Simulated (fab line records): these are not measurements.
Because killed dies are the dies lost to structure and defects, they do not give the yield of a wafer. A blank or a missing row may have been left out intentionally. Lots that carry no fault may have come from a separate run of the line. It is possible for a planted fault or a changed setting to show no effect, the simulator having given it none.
What tool caused it? :: flow gf180mcu :: Sampling: 15 lots, 45 wafers, 3 of 602 route steps

## WHAT THE GAUGES SHOWED, per wafer
GF_HV_LDD_CD_MEAS_07: target cd 400 nm. Usual: 400.4 nm for cd nm, sd 2.7.
lot: L984
measured: day 10 06:40
on: cd sem-01
cd nm (nm): 402.2 400.2 399.9
flag: 

lot: L985
measured: day 10 16:46
on: cd sem-01
cd nm (nm): 401.9 399.4 396.2
flag: 

lot: L986
measured: day 10 21:16
on: cd sem-02
cd nm (nm): 400.7 403.1 401.5
flag: 

lot: L988
measured: day 11 16:25
on: cd sem-01
cd nm (nm): 401.7 399.4 401.1
flag: 

lot: L989
measured: day 11 23:15
on: cd sem-01
cd nm (nm): 394.0 396.3 394.5
flag: 

lot: L990
measured: day 12 03:43
on: cd sem-01
cd nm (nm): 402.0 401.8 399.7
flag: 

lot: L993
measured: day 13 04:34
on: cd sem-01
cd nm (nm): 400.3 400.6 401.0
flag: 

lot: L994
measured: day 13 09:30
on: cd sem-02
cd nm (nm): 400.9 402.1 403.5
flag: 

lot: L103
measured: day 16 07:37
on: cd sem-01
cd nm (nm): 402.2 401.9 402.2
flag: 

lot: L104
measured: day 16 12:17
on: cd sem-01
cd nm (nm): 403.4 399.6 402.3
flag: 

lot: L105
measured: day 16 22:43
on: cd sem-02
cd nm (nm): 401.6 402.8 402.6
flag: 

lot: L106
measured: day 17 01:04
on: cd sem-02
cd nm (nm): 400.7 400.8 401.1
flag: 

GF_V1_CD_MEAS_14: target cd 260 nm. Usual: 260.3 nm for cd nm, sd 1.3.
lot: L984
measured: day 18 09:47
on: cd sem-02
cd nm (nm): 260.3 259.1 259.3
flag: 

lot: L985
measured: day 18 21:50
on: cd sem-01
cd nm (nm): 262.6 263.8 263.4
flag: 

lot: L986
measured: day 19 08:42
on: cd sem-02
cd nm (nm): 260.2 259.5 261.6
flag: 

lot: L988
measured: day 20 04:06
on: cd sem-02
cd nm (nm): 260.0 260.3 260.4
flag: 

lot: L989
measured: day 20 14:14
on: cd sem-02
cd nm (nm): 260.6 261.3 260.7
flag: 

lot: L990
measured: day 20 18:41
on: cd sem-01
cd nm (nm): 259.1 259.2 259.9
flag: 

lot: L993
measured: day 21 23:56
on: cd sem-01
cd nm (nm): 259.1 258.9 259.6
flag: 

lot: L994
measured: day 22 03:14
on: cd sem-02
cd nm (nm): 260.0 260.2 259.7
flag: 

lot: L103
measured: day 25 08:55
on: cd sem-02
cd nm (nm): 262.7 262.2 261.7
flag: 

lot: L104
measured: day 26 01:38
on: cd sem-01
cd nm (nm): 258.1 257.6 257.8
flag: 

lot: L105
measured: day 26 00:11
on: cd sem-01
cd nm (nm): 259.9 259.0 258.8
flag: 

lot: L106
measured: day 26 01:53
on: cd sem-01
cd nm (nm): 260.8 260.9 260.8
flag: 

## WHICH TOOL RAN EACH LOT (tool, then ch and the chambers of the sampled wafers, then the start)
lot: L984
GF_POLY_GATE_OXIDATION_16: furnace-01 ch 0, day 9 12:32

lot: L985
GF_POLY_GATE_OXIDATION_16: furnace-02 ch 0, day 9 21:29

lot: L986
GF_POLY_GATE_OXIDATION_16: furnace-01 ch 0, day 10 02:31

lot: L988
GF_POLY_GATE_OXIDATION_16: furnace-01 ch 0, day 10 20:35

lot: L989
GF_POLY_GATE_OXIDATION_16: furnace-02 ch 0, day 11 02:41

lot: L990
GF_POLY_GATE_OXIDATION_16: furnace-01 ch 0, day 11 07:44

lot: L993
GF_POLY_GATE_OXIDATION_16: furnace-02 ch 0, day 12 07:31

lot: L994
GF_POLY_GATE_OXIDATION_16: furnace-01 ch 0, day 12 12:13

lot: L998
GF_POLY_GATE_OXIDATION_16: furnace-01, day 13 23:32

lot: L999
GF_POLY_GATE_OXIDATION_16: furnace-01, day 13 23:32

lot: L100
GF_POLY_GATE_OXIDATION_16: furnace-02, day 14 09:19

lot: L103
GF_POLY_GATE_OXIDATION_16: furnace-02 ch 0, day 15 08:15

lot: L104
GF_POLY_GATE_OXIDATION_16: furnace-01 ch 0, day 15 13:10

lot: L105
GF_POLY_GATE_OXIDATION_16: furnace-02 ch 0, day 15 23:04

lot: L106
GF_POLY_GATE_OXIDATION_16: furnace-02 ch 0, day 16 01:42
- GF_POLY_GATE_OXIDATION_16: stabilise 600 s, purge 300 s, target thk 4 nm.

## AS READ BY THE TOOLS THEMSELVES (means over the sampled wafers that have a number; for cases with no such wafer, the mark the record gives instead)
GF_POLY_GATE_OXIDATION_16. Usual: ox temp c 850.0 C, standard deviation 0.4; ox temp c max 856.7, standard deviation 1.5; spike tc bottom C 867.7 C, standard deviation 1.4; zone power lower pct 17.1 %, standard deviation 0.34.
lot: L984
tool: furnace-01
ox temp c (C): 849.9
ox temp c max: 855.8
spike tc bottom C (C): 869.2
zone power lower pct (%): 16.8
flag: 

lot: L985
tool: furnace-02
ox temp c (C): 850.0
ox temp c max: 859.1
spike tc bottom C (C): 867.0
zone power lower pct (%): 17.5
flag: 

lot: L986
tool: furnace-01
ox temp c (C): 850.3
ox temp c max: 856.0
spike tc bottom C (C): 868.2
zone power lower pct (%): 16.7
flag: 

lot: L988
tool: furnace-01
ox temp c (C): 850.3
ox temp c max: 856.7
spike tc bottom C (C): 868.7
zone power lower pct (%): 16.8
flag: 

lot: L989
tool: furnace-02
ox temp c (C): 849.3
ox temp c max: 856.7
spike tc bottom C (C): 866.2
zone power lower pct (%): 17.4
flag: 

lot: L990
tool: furnace-01
ox temp c (C): 850.2
ox temp c max: 855.8
spike tc bottom C (C): 869.1
zone power lower pct (%): 16.8
flag: 

lot: L993
tool: furnace-02
ox temp c (C): 849.7
ox temp c max: 858.6
spike tc bottom C (C): 866.9
zone power lower pct (%): 17.2
flag: 

lot: L994
tool: furnace-01
ox temp c (C): 850.0
ox temp c max: 855.6
spike tc bottom C (C): 868.5
zone power lower pct (%): 17.0
flag: 

lot: L998
tool: furnace-01
ox temp c (C): -
ox temp c max: -
spike tc bottom C (C): -
zone power lower pct (%): -
flag: OFF

lot: L999
tool: furnace-01
ox temp c (C): -
ox temp c max: -
spike tc bottom C (C): -
zone power lower pct (%): -
flag: OFF

lot: L100
tool: furnace-02
ox temp c (C): -
ox temp c max: -
spike tc bottom C (C): -
zone power lower pct (%): -
flag: OFF

lot: L103
tool: furnace-02
ox temp c (C): 850.0
ox temp c max: 858.3
spike tc bottom C (C): 866.1
zone power lower pct (%): 17.4
flag: 

lot: L104
tool: furnace-01
ox temp c (C): 850.3
ox temp c max: 856.4
spike tc bottom C (C): 868.6
zone power lower pct (%): 16.9
flag: 

lot: L105
tool: furnace-02
ox temp c (C): 850.2
ox temp c max: 857.1
spike tc bottom C (C): 865.4
zone power lower pct (%): 17.3
flag: 

lot: L106
tool: furnace-02
ox temp c (C): 850.2
ox temp c max: 857.7
spike tc bottom C (C): 866.4
zone power lower pct (%): 17.5
flag: 

## THE ANSWER, worked out from the rows above alone
Rule: lot off if the mean of its wafers having a number is beyond 3 standard deviations from the usual mean. A lot without any number at a reading at which 4 lots or more have one is off too. Any other lot the step has rows for is counted as sound. Order of review: gauges by route order, followed by the tools' own readings, for which a lot's mean as printed above is used. The first step at which some lot is off is used, and at that step the reading that is off furthest; a lot without a number counts as furthest.
Off, at GF_POLY_GATE_OXIDATION_16 on ox temp c: L998, L999, L100. Without a number there: L998, L999, L100.
A tool fits if, at that step or a process step before it, it ran every lot that is off, and no sound lot after the first of them. None of those tried fits.

## WHAT THE SIMULATOR PUT IN
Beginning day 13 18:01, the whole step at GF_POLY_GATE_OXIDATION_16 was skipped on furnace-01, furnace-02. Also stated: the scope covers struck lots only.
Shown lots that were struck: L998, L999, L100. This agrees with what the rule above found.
